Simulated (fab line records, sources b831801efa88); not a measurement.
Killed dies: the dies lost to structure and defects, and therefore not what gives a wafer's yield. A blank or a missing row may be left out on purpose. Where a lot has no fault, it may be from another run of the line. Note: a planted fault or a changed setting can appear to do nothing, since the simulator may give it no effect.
fab line records + flow gf180mcu
record
- lots=13
- wafers=36
- last-day=34
route steps=602 shown SAB@273 CONTACT@311
lots that met no fault: taken from a fault-free run of the same line
start-h: start of the lot's first displayed wafer, in hours after the record's first day + wait-h: hours elapsed since this lot's preceding step + " as in the row above + L1.1+2: a single row standing in for several wafers + - no value present, or no start provided + * or withheld: withheld + < > ~ a bound
route shown NAME@n: names a module that has steps shown in the file, with the first one's number in the route + usual: mean/standard deviation taken from wafers without a fault + same: alike in all rows + chamber/n: place in a boat + sites: each site's reading + _std_site: how widely they spread, as a standard deviation + _edge_site: inner sites' mean taken away from outer sites' mean + radius-mm: how far each site lies from the wafer's centre + mask NAME#n: copy n + behind: the tool/chamber that last shaped the wafer + hold: why the lot went on hold/how many hours it stayed there/how the hold came to an end + device: the transistor (n, p or np) that didn't switch + end of line: the tests these same wafers got at the end of their route + a step without rows: its recipe alone + killed: the dies lost at the first sort to structure and to defects; this is not the yield of the wafer + map: a wafer's dies, x killed, . not, _ none there
set.NAME: the setting that was run; set.NAME@STEP: the one run at that earlier step + model.NAME: the simulator's own value behind a step, which no gauge read
one table for each step of the route and one row for each wafer, over a sample of lots
services: the hour from which a tool's chamber was out of use, counted from the record's first day as start-h (under 0 if before that day), plus the number of hours and why
## steps
# step GF_SAB_CD_MEAS_09
# recipe
- target-cd-nm=420
# usual
- cd-nm=419.9/2.4
| lot.wafer | tool      | chamber | start-h | wait-h | cd-nm |
|-----------|-----------|---------|---------|--------|-------|
| L150.4    | cd-sem-01 | -       | 333.07  | 0.1    | 420.0 |
| L150.5    | "         | -       | "       | "      | 419.6 |
| L150.6    | "         | -       | "       | "      | 420.3 |
| L152.2    | cd-sem-01 | -       | 349.03  | 0.1    | 425.9 |
| L152.3    | "         | -       | "       | "      | 426.2 |
| L152.6    | "         | -       | "       | "      | 423.6 |
| L154.5    | cd-sem-02 | -       | 366.11  | 0.1    | 420.1 |
| L154.6    | "         | -       | "       | "      | 421.4 |
| L155.2    | cd-sem-02 | -       | 372.53  | 0.1    | 420.2 |
| L155.3    | "         | -       | "       | "      | 420.6 |
| L155.4    | "         | -       | "       | "      | 421.7 |
| L156.1    | cd-sem-02 | -       | 385.51  | 0.1    | 419.7 |
| L156.3    | "         | -       | "       | "      | 418.7 |
| L156.6    | "         | -       | "       | "      | 416.6 |
| L157.1    | cd-sem-02 | -       | 409.36  | 0.1    | 418.4 |
| L157.2    | "         | -       | "       | "      | 418.2 |
| L157.5    | "         | -       | "       | "      | 418.5 |
| L159.1    | cd-sem-02 | -       | 423.26  | 0.1    | 422.3 |
| L159.3    | "         | -       | "       | "      | 418.5 |
| L159.6    | "         | -       | "       | "      | 420.8 |
| L161.4    | cd-sem-01 | -       | 457.32  | 0.1    | 421.7 |
| L161.5    | "         | -       | "       | "      | 422.0 |
| L162.2    | cd-sem-01 | -       | 469.83  | 0.1    | 418.0 |
| L162.5    | "         | -       | "       | "      | 418.6 |
| L162.6    | "         | -       | "       | "      | 420.8 |
| L163.1    | cd-sem-02 | -       | 469.91  | 0.1    | 422.9 |
| L163.3    | "         | -       | "       | "      | 419.9 |
| L163.5    | "         | -       | "       | "      | 420.0 |
| L170.1    | cd-sem-01 | -       | 507.66  | 0.1    | 419.3 |
| L170.2    | "         | -       | "       | "      | 418.9 |
| L170.3    | "         | -       | "       | "      | 418.8 |
| L172.2    | cd-sem-01 | -       | 522.88  | 0.1    | 417.6 |
| L172.4    | "         | -       | "       | "      | 417.1 |
| L173.3    | cd-sem-02 | -       | 531.90  | 0.1    | 419.1 |
| L173.4    | "         | -       | "       | "      | 417.8 |
| L173.5    | "         | -       | "       | "      | 417.8 |
# step GF_SAB_OVL_MEAS_10
# usual
- SAB_OVL=0.5/1.3
| lot.wafer | tool       | chamber | start-h | wait-h | SAB_OVL[nm] |
|-----------|------------|---------|---------|--------|-------------|
| L150.4    | overlay-02 | -       | 333.15  | 0.1    | 0.2         |
| L150.5    | "          | -       | "       | "      | 1.5         |
| L150.6    | "          | -       | "       | "      | 2.1         |
| L152.2    | overlay-01 | -       | 349.14  | 0.1    | 0.5         |
| L152.3    | "          | -       | "       | "      | 2.2         |
| L152.6    | "          | -       | "       | "      | 2.7         |
| L154.5    | overlay-01 | -       | 366.17  | 0.0    | -0.4        |
| L154.6    | "          | -       | "       | "      | -0.2        |
| L155.2    | overlay-01 | -       | 372.64  | 0.1    | 1.1         |
| L155.3    | "          | -       | "       | "      | 0.1         |
| L155.4    | "          | -       | "       | "      | 0.2         |
| L156.1    | overlay-01 | -       | 385.63  | 0.1    | 1.8         |
| L156.3    | "          | -       | "       | "      | -1.7        |
| L156.6    | "          | -       | "       | "      | 0.2         |
| L157.1    | overlay-01 | -       | 409.48  | 0.1    | -1.2        |
| L157.2    | "          | -       | "       | "      | -1.8        |
| L157.5    | "          | -       | "       | "      | -1.5        |
| L159.1    | overlay-01 | -       | 423.38  | 0.1    | -1.6        |
| L159.3    | "          | -       | "       | "      | -1.2        |
| L159.6    | "          | -       | "       | "      | -0.8        |
| L161.4    | overlay-01 | -       | 457.40  | 0.1    | 0.1         |
| L161.5    | "          | -       | "       | "      | 0.3         |
| L162.2    | overlay-02 | -       | 469.93  | 0.1    | -0.9        |
| L162.5    | "          | -       | "       | "      | 0.1         |
| L162.6    | "          | -       | "       | "      | 0.1         |
| L163.1    | overlay-01 | -       | 470.03  | 0.1    | 3.3         |
| L163.3    | "          | -       | "       | "      | 1.8         |
| L163.5    | "          | -       | "       | "      | 0.4         |
| L170.1    | overlay-02 | -       | 507.78  | 0.1    | -2.0        |
| L170.2    | "          | -       | "       | "      | -0.8        |
| L170.3    | "          | -       | "       | "      | -0.9        |
| L172.2    | overlay-01 | -       | 522.98  | 0.1    | 1.1         |
| L172.4    | "          | -       | "       | "      | -0.6        |
| L173.3    | overlay-01 | -       | 531.99  | 0.1    | 3.6         |
| L173.4    | "          | -       | "       | "      | 2.3         |
| L173.5    | "          | -       | "       | "      | 1.4         |
# step GF_SAB_ETCH_11
# recipe
- chemistry=C4F8/O2/Ar
- mask-material=NOVOLAK
- target=SiO2
- target-depth-nm=55
- source-w=1500
- bias-w=1200
- pressure-mtorr=40
- c4f8-flow-sccm=withheld
- O2_flow_sccm=6
- Ar_flow_sccm=300
- time-s=8.5
# usual
- oes-product-au=1.005/0.011
# same
- time-s=8.5
| lot.wafer | tool        | chamber | start-h | wait-h | oes-product-au | rf-hours-counter-h |
|-----------|-------------|---------|---------|--------|----------------|--------------------|
| L150.4    | rie-diel-04 | 1       | 333.17  | 0.0    | 1.021          | 115                |
| L150.5    | "           | 1       | "       | "      | 1.018          | -                  |
| L150.6    | "           | 0       | "       | "      | 0.999          | -                  |
| L152.2    | rie-diel-02 | 3       | 349.17  | 0.0    | 0.986          | 4                  |
| L152.3    | "           | 2       | "       | "      | 1.010          | 7                  |
| L152.6    | "           | 0       | "       | "      | 1.007          | -                  |
| L154.5    | rie-diel-02 | 2       | 366.19  | 0.0    | 1.009          | -                  |
| L154.6    | "           | 3       | "       | "      | 0.991          | -                  |
| L155.2    | rie-diel-04 | 1       | 372.67  | 0.0    | 1.011          | 117                |
| L155.3    | "           | 3       | "       | "      | 0.987          | 85                 |
| L155.4    | "           | 0       | "       | "      | 1.002          | 69                 |
| L156.1    | rie-diel-03 | 2       | 385.67  | 0.0    | 0.997          | 55                 |
| L156.3    | "           | 3       | "       | "      | 1.016          | 71                 |
| L156.6    | "           | 1       | "       | "      | 1.006          | -                  |
| L157.1    | rie-diel-03 | 0       | 409.52  | 0.0    | 1.007          | 0                  |
| L157.2    | "           | 3       | "       | "      | 0.995          | 71                 |
| L157.5    | "           | 0       | "       | "      | 1.009          | -                  |
| L159.1    | rie-diel-04 | 1       | 423.42  | 0.0    | 1.022          | 0                  |
| L159.3    | "           | 3       | "       | "      | 1.003          | 87                 |
| L159.6    | "           | 3       | "       | "      | 0.996          | -                  |
| L161.4    | rie-diel-04 | 0       | 457.42  | 0.0    | 1.010          | 72                 |
| L161.5    | "           | 1       | "       | "      | 1.022          | -                  |
| L162.2    | rie-diel-02 | 2       | 469.96  | 0.0    | 1.013          | 9                  |
| L162.5    | "           | 3       | "       | "      | 0.986          | -                  |
| L162.6    | "           | 1       | "       | "      | 1.000          | -                  |
| L163.1    | rie-diel-03 | 0       | 470.07  | 0.0    | 0.988          | 2                  |
| L163.3    | "           | 3       | "       | "      | 1.002          | 73                 |
| L163.5    | "           | 2       | "       | "      | 0.996          | -                  |
| L170.1    | rie-diel-03 | 2       | 507.82  | 0.0    | 0.996          | 59                 |
| L170.2    | "           | 0       | "       | "      | 0.998          | 3                  |
| L170.3    | "           | 1       | "       | "      | 1.004          | 20                 |
| L172.2    | rie-diel-03 | 1       | 523.01  | 0.0    | 1.001          | 20                 |
| L172.4    | "           | 2       | "       | "      | 0.993          | 59                 |
| L173.3    | rie-diel-02 | 2       | 532.02  | 0.0    | 1.005          | 10                 |
| L173.4    | "           | 0       | "       | "      | 0.998          | 12                 |
| L173.5    | "           | 2       | "       | "      | 1.023          | -                  |
# step GF_CONTACT_CVD_24
# recipe
- material=W
- target-thk-nm=300
- time-s=90.339
- temp-c=400
- pressure-torr=40
# usual
- heater-power-w=922/41
| lot.wafer | tool     | chamber | start-h | wait-h | heater-power-w |
|-----------|----------|---------|---------|--------|----------------|
| L150.4    | cvd-w-02 | 1       | 357.32  | 0.1    | 1001           |
| L150.5    | "        | 0       | "       | "      | 1027           |
| L150.6    | "        | 1       | "       | "      | 1016           |
| L152.2    | cvd-w-01 | 1       | 373.14  | 0.0    | 865            |
| L152.3    | "        | 1       | "       | "      | 881            |
| L152.6    | "        | 0       | "       | "      | 908            |
| L154.5    | cvd-w-01 | 0       | 390.18  | 0.1    | 922            |
| L154.6    | "        | 1       | "       | "      | 877            |
| L155.2    | cvd-w-01 | 0       | 397.24  | 0.0    | 911            |
| L155.3    | "        | 0       | "       | "      | 896            |
| L155.4    | "        | 1       | "       | "      | 875            |
| L156.1    | cvd-w-01 | 1       | 412.13  | 0.0    | 887            |
| L156.3    | "        | 0       | "       | "      | 898            |
| L156.6    | "        | 0       | "       | "      | 900            |
| L157.1    | cvd-w-01 | 0       | 435.34  | 0.0    | 901            |
| L157.2    | "        | 1       | "       | "      | 852            |
| L157.5    | "        | 1       | "       | "      | 880            |
| L159.1    | cvd-w-02 | 1       | 450.19  | 0.0    | 974            |
| L159.3    | "        | 0       | "       | "      | 963            |
| L159.6    | "        | 0       | "       | "      | 963            |
| L161.4    | cvd-w-02 | 0       | 483.65  | 0.1    | 958            |
| L161.5    | "        | 0       | "       | "      | 986            |
| L162.2    | cvd-w-01 | 0       | 496.49  | 0.0    | 930            |
| L162.5    | "        | 0       | "       | "      | 930            |
| L162.6    | "        | 1       | "       | "      | 901            |
| L163.1    | cvd-w-02 | 0       | 496.59  | 0.0    | 950            |
| L163.3    | "        | 0       | "       | "      | 975            |
| L163.5    | "        | 0       | "       | "      | 959            |
| L170.1    | cvd-w-01 | 0       | 533.46  | 0.0    | 940            |
| L170.2    | "        | 1       | "       | "      | 899            |
| L170.3    | "        | 1       | "       | "      | 890            |
| L172.2    | cvd-w-02 | 1       | 548.36  | 0.0    | 960            |
| L172.4    | "        | 0       | "       | "      | 962            |
| L173.3    | cvd-w-02 | 1       | 556.86  | 0.1    | 947            |
| L173.4    | "        | 0       | "       | "      | 964            |
| L173.5    | "        | 1       | "       | "      | 954            |
# step GF_CONTACT_RS_MEAS_25
# recipe
- thk-meas-gauge=four-point-probe
- reads=W_of_CONTACT_CVD_24+TiN_of_CONTACT_SPUTTER_23+Ti_of_CONTACT_SPUTTER_22
# usual
- CONTACT_W_RS=0.383/0.0049
| lot.wafer | tool          | chamber | start-h | wait-h | CONTACT_W_RS[ohm/sq] |
|-----------|---------------|---------|---------|--------|----------------------|
| L150.4    | film-metro-01 | -       | 357.44  | 0.1    | 0.382                |
| L150.5    | "             | -       | "       | "      | 0.386                |
| L150.6    | "             | -       | "       | "      | 0.378                |
| L152.2    | film-metro-03 | -       | 373.26  | 0.1    | 0.379                |
| L152.3    | "             | -       | "       | "      | 0.381                |
| L152.6    | "             | -       | "       | "      | 0.380                |
| L154.5    | film-metro-03 | -       | 390.29  | 0.1    | 0.386                |
| L154.6    | "             | -       | "       | "      | 0.383                |
| L155.2    | film-metro-03 | -       | 397.36  | 0.1    | 0.388                |
| L155.3    | "             | -       | "       | "      | 0.389                |
| L155.4    | "             | -       | "       | "      | 0.384                |
| L156.1    | film-metro-03 | -       | 412.23  | 0.1    | 0.389                |
| L156.3    | "             | -       | "       | "      | 0.393                |
| L156.6    | "             | -       | "       | "      | 0.394                |
| L157.1    | film-metro-01 | -       | 435.44  | 0.1    | 0.391                |
| L157.2    | "             | -       | "       | "      | 0.389                |
| L157.5    | "             | -       | "       | "      | 0.391                |
| L159.1    | film-metro-03 | -       | 450.29  | 0.1    | 0.381                |
| L159.3    | "             | -       | "       | "      | 0.379                |
| L159.6    | "             | -       | "       | "      | 0.376                |
| L161.4    | film-metro-04 | -       | 483.81  | 0.1    | 0.380                |
| L161.5    | "             | -       | "       | "      | 0.379                |
| L162.2    | film-metro-01 | -       | 496.61  | 0.1    | 0.384                |
| L162.5    | "             | -       | "       | "      | 0.388                |
| L162.6    | "             | -       | "       | "      | 0.385                |
| L163.1    | film-metro-04 | -       | 496.79  | 0.2    | 0.377                |
| L163.3    | "             | -       | "       | "      | 0.377                |
| L163.5    | "             | -       | "       | "      | 0.379                |
| L170.1    | film-metro-03 | -       | 533.56  | 0.1    | 0.386                |
| L170.2    | "             | -       | "       | "      | 0.412                |
| L170.3    | "             | -       | "       | "      | 0.381                |
| L172.2    | film-metro-03 | -       | 548.48  | 0.1    | 0.384                |
| L172.4    | "             | -       | "       | "      | 0.382                |
| L173.3    | film-metro-04 | -       | 556.97  | 0.1    | 0.388                |
| L173.4    | "             | -       | "       | "      | 0.382                |
| L173.5    | "             | -       | "       | "      | 0.377                |
# step GF_CONTACT_THK_MEAS_26
# recipe
- thk-meas-gauge=xrf
- reads=W_of_CONTACT_CVD_24
# usual
- CONTACT_W_THK=297/4
| lot.wafer | tool          | chamber | start-h | wait-h | CONTACT_W_THK[nm] |
|-----------|---------------|---------|---------|--------|-------------------|
| L150.4    | film-metro-01 | -       | 357.53  | 0.1    | 303               |
| L150.5    | "             | -       | "       | "      | 299               |
| L150.6    | "             | -       | "       | "      | 305               |
| L152.2    | film-metro-03 | -       | 373.37  | 0.1    | 302               |
| L152.3    | "             | -       | "       | "      | 297               |
| L152.6    | "             | -       | "       | "      | 299               |
| L154.5    | film-metro-03 | -       | 390.37  | 0.1    | 293               |
| L154.6    | "             | -       | "       | "      | 296               |
| L155.2    | film-metro-03 | -       | 397.47  | 0.1    | 292               |
| L155.3    | "             | -       | "       | "      | 290               |
| L155.4    | "             | -       | "       | "      | 297               |
| L156.1    | film-metro-03 | -       | 412.35  | 0.1    | 295               |
| L156.3    | "             | -       | "       | "      | 293               |
| L156.6    | "             | -       | "       | "      | 292               |
| L157.1    | film-metro-01 | -       | 435.56  | 0.1    | 294               |
| L157.2    | "             | -       | "       | "      | 296               |
| L157.5    | "             | -       | "       | "      | 292               |
| L159.1    | film-metro-03 | -       | 450.41  | 0.1    | 298               |
| L159.3    | "             | -       | "       | "      | 300               |
| L159.6    | "             | -       | "       | "      | 302               |
| L161.4    | film-metro-04 | -       | 483.90  | 0.1    | 298               |
| L161.5    | "             | -       | "       | "      | 298               |
| L162.2    | film-metro-01 | -       | 496.72  | 0.1    | 304               |
| L162.5    | "             | -       | "       | "      | 299               |
| L162.6    | "             | -       | "       | "      | 303               |
| L163.1    | film-metro-04 | -       | 496.91  | 0.1    | 298               |
| L163.3    | "             | -       | "       | "      | 300               |
| L163.5    | "             | -       | "       | "      | 297               |
| L170.1    | film-metro-03 | -       | 533.68  | 0.1    | 294               |
| L170.2    | "             | -       | "       | "      | 274               |
| L170.3    | "             | -       | "       | "      | 298               |
| L172.2    | film-metro-03 | -       | 548.59  | 0.1    | 294               |
| L172.4    | "             | -       | "       | "      | 295               |
| L173.3    | film-metro-04 | -       | 557.07  | 0.1    | 294               |
| L173.4    | "             | -       | "       | "      | 298               |
| L173.5    | "             | -       | "       | "      | 301               |
## services
| tool        | chamber | start-h | hours | kind       |
|-------------|---------|---------|-------|------------|
| rie-diel-02 | -       | 382.12  | 2.8   | pm         |
| cvd-w-02    | -       | 390.00  | 14.0  | pm         |
| cvd-w-02    | 0       | 390.00  | 14.0  | vent-cycle |
| cvd-w-02    | 1       | 390.00  | 14.0  | vent-cycle |
| rie-diel-04 | 0       | 390.37  | 5.8   | repair     |
| rie-diel-02 | 2       | 402.26  | 1.6   | repair     |
| cvd-w-02    | -       | 404.00  | 2.8   | pm         |
| rie-diel-03 | -       | 439.83  | 0.2   | repair     |
| rie-diel-02 | 1       | 448.62  | 3.3   | repair     |
| rie-diel-02 | -       | 449.51  | 1.3   | repair     |
| rie-diel-04 | 2       | 455.12  | 1.3   | repair     |
| rie-diel-03 | -       | 455.21  | 2.8   | pm         |
| rie-diel-02 | 0       | 459.95  | 22.9  | repair     |
| rie-diel-04 | 3       | 460.75  | 15.6  | repair     |
| rie-diel-03 | -       | 468.20  | 0.2   | repair     |
| cvd-w-02    | 1       | 474.23  | 18.9  | repair     |
| cvd-w-02    | 1       | 496.09  | 9.5   | repair     |
| cvd-w-02    | -       | 511.20  | 1.7   | repair     |
| rie-diel-02 | 2       | 513.68  | 5.0   | repair     |
| rie-diel-03 | 3       | 517.38  | 2.7   | repair     |
| rie-diel-03 | 1       | 531.09  | 19.2  | repair     |
| cvd-w-02    | 0       | 534.99  | 5.9   | repair     |
| rie-diel-04 | 2       | 546.38  | 4.0   | repair     |
| rie-diel-02 | 0       | 555.97  | 4.4   | repair     |
## key
first-sign
- step=GF_CONTACT_RS_MEAS_25
- reading=CONTACT_W_RS
- direction=up
- sigmas=5.8
- usual=0.383
- struck=0.412
effect
- step=GF_CONTACT_THK_MEAS_26
- reading=CONTACT_W_THK
- direction=down
- sigmas=5.9
- usual=297
- struck=274
met-at GF_CONTACT_CVD_24
struck-lots L170
struck-wafers L170.2
tester-left-out L170
not-acting-at GF_SAB_CD_MEAS_09,GF_SAB_OVL_MEAS_10,GF_SAB_ETCH_11
onset-between 496.49 533.46
fault
- kind=process-parameter-drift
- tool=cvd-w-01
- chamber=-
- onset-h=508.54
- steps=GF_CONTACT_CVD_24
- channel=target-thk-nm
- offset=-23.548
- shape=step
- end-h=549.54
- scope=struck-wafers-only
- acts-in=these-recipes-only
- stated=300
# tester-left-out: of these lots the tester's yield and bins aren't shown, on N5 and GAA mostly nor the transistor test; their killed dies are dies lost to structure and defects alone, not to doping, threshold or leakage, so they don't give the yield
